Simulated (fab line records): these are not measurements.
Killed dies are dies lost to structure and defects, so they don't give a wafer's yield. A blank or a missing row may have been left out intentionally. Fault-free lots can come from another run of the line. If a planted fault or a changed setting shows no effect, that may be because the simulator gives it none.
Matching of chambers / flow sky130 / SKY_VIA1_ETCH_14 on rie-diel-03: 4 sister chambers
The step etches BARC in N2/H2, stops on SiO2, time 45.9 s, target depth 60 nm. 24 wafers are shown with their chamber, then 12 later ones without.

## WAFERS WITH THEIR CHAMBER
wafer=L075.1; chamber=2; drypump-motor-current-A (A)=6.2; throttle-valve-pct (%)=13.211; chamber-pressure-mTorr (mTorr)=29.969
wafer=L075.3; chamber=3; drypump-motor-current-A (A)=5.8; throttle-valve-pct (%)=13.220; chamber-pressure-mTorr (mTorr)=30.011
wafer=L075.5; chamber=1; drypump-motor-current-A (A)=6.7; throttle-valve-pct (%)=13.217; chamber-pressure-mTorr (mTorr)=29.973
wafer=L076.2; chamber=2; drypump-motor-current-A (A)=6.2; throttle-valve-pct (%)=13.218; chamber-pressure-mTorr (mTorr)=30.030
wafer=L076.4; chamber=3; drypump-motor-current-A (A)=5.8; throttle-valve-pct (%)=13.231; chamber-pressure-mTorr (mTorr)=29.999
wafer=L076.5; chamber=2; drypump-motor-current-A (A)=6.2; throttle-valve-pct (%)=13.227; chamber-pressure-mTorr (mTorr)=29.968
wafer=L078.2; chamber=2; drypump-motor-current-A (A)=6.2; throttle-valve-pct (%)=13.212; chamber-pressure-mTorr (mTorr)=29.975
wafer=L078.3; chamber=1; drypump-motor-current-A (A)=6.7; throttle-valve-pct (%)=13.228; chamber-pressure-mTorr (mTorr)=29.955
wafer=L078.4; chamber=3; drypump-motor-current-A (A)=5.8; throttle-valve-pct (%)=13.237; chamber-pressure-mTorr (mTorr)=30.005
wafer=L084.1; chamber=1; drypump-motor-current-A (A)=6.7; throttle-valve-pct (%)=13.228; chamber-pressure-mTorr (mTorr)=30.023
wafer=L084.2; chamber=3; drypump-motor-current-A (A)=5.8; throttle-valve-pct (%)=13.238; chamber-pressure-mTorr (mTorr)=29.960
wafer=L084.5; chamber=1; drypump-motor-current-A (A)=6.7; throttle-valve-pct (%)=13.205; chamber-pressure-mTorr (mTorr)=29.982
wafer=L086.2; chamber=0; drypump-motor-current-A (A)=6.1; throttle-valve-pct (%)=13.218; chamber-pressure-mTorr (mTorr)=29.947
wafer=L086.3; chamber=3; drypump-motor-current-A (A)=5.7; throttle-valve-pct (%)=13.239; chamber-pressure-mTorr (mTorr)=30.008
wafer=L086.5; chamber=3; drypump-motor-current-A (A)=5.7; throttle-valve-pct (%)=13.214; chamber-pressure-mTorr (mTorr)=29.967
wafer=L085.1; chamber=0; drypump-motor-current-A (A)=6.1; throttle-valve-pct (%)=13.227; chamber-pressure-mTorr (mTorr)=29.979
wafer=L085.3; chamber=1; drypump-motor-current-A (A)=6.7; throttle-valve-pct (%)=13.228; chamber-pressure-mTorr (mTorr)=29.990
wafer=L085.6; chamber=0; drypump-motor-current-A (A)=6.1; throttle-valve-pct (%)=13.216; chamber-pressure-mTorr (mTorr)=29.991
wafer=L088.3; chamber=3; drypump-motor-current-A (A)=5.8; throttle-valve-pct (%)=13.215; chamber-pressure-mTorr (mTorr)=29.962
wafer=L088.5; chamber=1; drypump-motor-current-A (A)=6.7; throttle-valve-pct (%)=13.223; chamber-pressure-mTorr (mTorr)=29.996
wafer=L088.6; chamber=2; drypump-motor-current-A (A)=6.2; throttle-valve-pct (%)=13.220; chamber-pressure-mTorr (mTorr)=30.066
wafer=L089.1; chamber=2; drypump-motor-current-A (A)=6.2; throttle-valve-pct (%)=13.225; chamber-pressure-mTorr (mTorr)=30.023
wafer=L089.2; chamber=3; drypump-motor-current-A (A)=5.8; throttle-valve-pct (%)=13.226; chamber-pressure-mTorr (mTorr)=30.021
wafer=L089.4; chamber=0; drypump-motor-current-A (A)=6.1; throttle-valve-pct (%)=13.230; chamber-pressure-mTorr (mTorr)=29.995

SIGNATURES (averages over the wafers above)
reading=drypump-motor-current-A; chamber 0=6.100; chamber 1=6.700; chamber 2=6.200; chamber 3=5.775; scatter within a chamber=0.0274
reading=throttle-valve-pct; chamber 0=13.22275; chamber 1=13.22150; chamber 2=13.21883; chamber 3=13.22750; scatter within a chamber=0.00871
reading=chamber-pressure-mTorr; chamber 0=29.97800; chamber 1=29.98650; chamber 2=30.00517; chamber 3=29.99162; scatter within a chamber=0.0287
Rule: distance of a wafer from a chamber = root of the sum over the readings of ((wafer's reading minus chamber's mean) / reading's scatter) squared. The wafer belongs to the nearest chamber; if the next one is less than 2 further off, it can't be placed. The scatter: the root of (the sum of the squares of (reading less its chamber's mean) over the shown wafers, divided by (wafers less chambers)).

## WAFERS WITHOUT THEIR CHAMBER
wafer=L090.1; drypump-motor-current-A (A)=6.1; throttle-valve-pct (%)=13.220; chamber-pressure-mTorr (mTorr)=29.993
wafer=L090.3; drypump-motor-current-A (A)=6.7; throttle-valve-pct (%)=13.235; chamber-pressure-mTorr (mTorr)=30.023
wafer=L090.6; drypump-motor-current-A (A)=6.1; throttle-valve-pct (%)=13.236; chamber-pressure-mTorr (mTorr)=30.006
wafer=L094.2; drypump-motor-current-A (A)=6.7; throttle-valve-pct (%)=13.236; chamber-pressure-mTorr (mTorr)=30.040
wafer=L094.3; drypump-motor-current-A (A)=6.1; throttle-valve-pct (%)=13.223; chamber-pressure-mTorr (mTorr)=29.990
wafer=L094.4; drypump-motor-current-A (A)=6.2; throttle-valve-pct (%)=13.210; chamber-pressure-mTorr (mTorr)=29.970
wafer=L095.2; drypump-motor-current-A (A)=6.2; throttle-valve-pct (%)=13.205; chamber-pressure-mTorr (mTorr)=30.020
wafer=L095.4; drypump-motor-current-A (A)=6.7; throttle-valve-pct (%)=13.226; chamber-pressure-mTorr (mTorr)=29.971
wafer=L095.5; drypump-motor-current-A (A)=6.1; throttle-valve-pct (%)=13.240; chamber-pressure-mTorr (mTorr)=30.040
wafer=L096.1; drypump-motor-current-A (A)=6.2; throttle-valve-pct (%)=13.239; chamber-pressure-mTorr (mTorr)=29.993
wafer=L096.5; drypump-motor-current-A (A)=6.2; throttle-valve-pct (%)=13.218; chamber-pressure-mTorr (mTorr)=30.003
wafer=L096.6; drypump-motor-current-A (A)=5.8; throttle-valve-pct (%)=13.233; chamber-pressure-mTorr (mTorr)=29.976

## CHAMBER TAKEN BY EACH
wafer=L090.1; from the rows above=0; in truth=0
wafer=L090.3; from the rows above=1; in truth=1
wafer=L090.6; from the rows above=0; in truth=0
wafer=L094.2; from the rows above=1; in truth=1
wafer=L094.3; from the rows above=0; in truth=0
wafer=L094.4; from the rows above=2; in truth=2
wafer=L095.2; from the rows above=2; in truth=2
wafer=L095.4; from the rows above=1; in truth=1
wafer=L095.5; from the rows above=can't be placed: 0 or 2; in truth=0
wafer=L096.1; from the rows above=can't be placed: 2 or 0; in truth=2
wafer=L096.5; from the rows above=2; in truth=2
wafer=L096.6; from the rows above=3; in truth=3
Placed correctly: 10 of 12. Unplaceable from these rows: 2, with the true chamber sitting among the candidates in 2. Number placed wrongly: 0.
